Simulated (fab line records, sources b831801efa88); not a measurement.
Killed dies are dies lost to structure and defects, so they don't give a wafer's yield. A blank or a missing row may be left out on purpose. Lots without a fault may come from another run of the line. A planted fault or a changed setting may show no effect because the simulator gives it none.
Problem report in the 8D (eight disciplines) form, filled by code | flow gf180mcu | the parts of the form that need people (team, actions taken, sign-off) are left out

1. THE PROBLEM
NSD_RS at GF_PSD_RS_MEAS_14 reads a mean of 44.74 ohm/sq on 6 wafers of 2 lots; wafers without a fault read 46.17 ohm/sq with a standard deviation of 0.096. That is -15 standard deviations from the usual mean.
The step: measures by four-point-probe.
First seen on wafer L325.1, day 16 13:50, on film_metro-03. The record holds 33 wafers of 11 lots with a number at this step. Rule for "out", or "out of limits": more than 4 standard deviations from the usual mean. The other wafers with a number count as sound.

2. WHAT IT IS AND WHAT IT IS NOT
question                    | is                     | is not
which readings at this step | NSD_RS                 | -
which lots                  | L325, L327             | L321, L322, L324, L328, L336, L337, L339, L340, L341
which wafers of those lots  | all that have a number | -
read on which gauges        | film_metro-03          | film_metro-01, film_metro-02
when                        | from day 16 13:50      | up to then (9 sound wafers); but 18 sound wafers of L328, L336, L337, L339, L340, L341 came after

3. SUSPECTS, AND WHAT RULES EACH OUT
Counting: a tool at a process step up to the reading stays a suspect if it ran every lot that is out and no sound lot after the first of them.
- the gauge at GF_PSD_RS_MEAS_14: ruled out. All the wafers that are out were read on film_metro-03, but those of them that GF_NSD_IMPLANT_09 has rows for are out there too, on other tools.
- plasma_asher-03 at GF_HV_LDD_STRIP_37 (strips in O2/N2): ruled out as a lasting fault. Sound lots L336, L341 ran on it after its first lot that is out, L325 (day 13 17:27).
- implanter-02 at GF_NSD_IMPLANT_09: ruled out as a lasting fault. Sound lots L336, L341 ran on it after its first lot that is out, L325 (day 15 15:27).
Left after counting: nothing in the record.

4. THE CAUSE (what the simulator had put in)
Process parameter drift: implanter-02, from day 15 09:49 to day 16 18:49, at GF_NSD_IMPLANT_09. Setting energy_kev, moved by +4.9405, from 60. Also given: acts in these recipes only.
Counting ruled it out, wrongly: the rule takes a fault to strike every lot that its tool runs from its start on, and this one did not.

5. THE CHAIN OF EFFECTS, in route order
Each row: a reading whose mean over the struck wafers that have a number lies more than 3 standard deviations from the usual. Only readings for which the record gives a usual standard deviation are gone through. hours: the time from each lot's start at the first step in this table that gives one to its start at this step, as a median over the lots. sigmas: the change in usual standard deviations.
hours | step              | reading                  | usual        | on struck wafers | change | sigmas
0     | GF_NSD_IMPLANT_09 | beam_energy_keV          | 60.002       | 64.947           | +4.945 | +99 or more
0     | GF_NSD_STRIP_11   | strip_time_to_endpoint_s | 22.96 s      | 23.71            | +0.75  | +17
23    | GF_PSD_RS_MEAS_14 | NSD_RS                   | 46.17 ohm/sq | 44.74            | -1.43  | -15
The process steps in it:
- GF_NSD_IMPLANT_09
- GF_NSD_STRIP_11: strips in O2/N2.

6. WHAT WOULD HAVE CAUGHT IT SOONER
In this record the first reading out of limits at a measuring or inspecting step was taken at day 16 13:50, 28 hours after the fault began at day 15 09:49.
The tool's own readings at GF_NSD_IMPLANT_09 were out on every struck wafer that the step has a row for (beam_energy_keV): an alarm limit on them would have fired on the first of those.
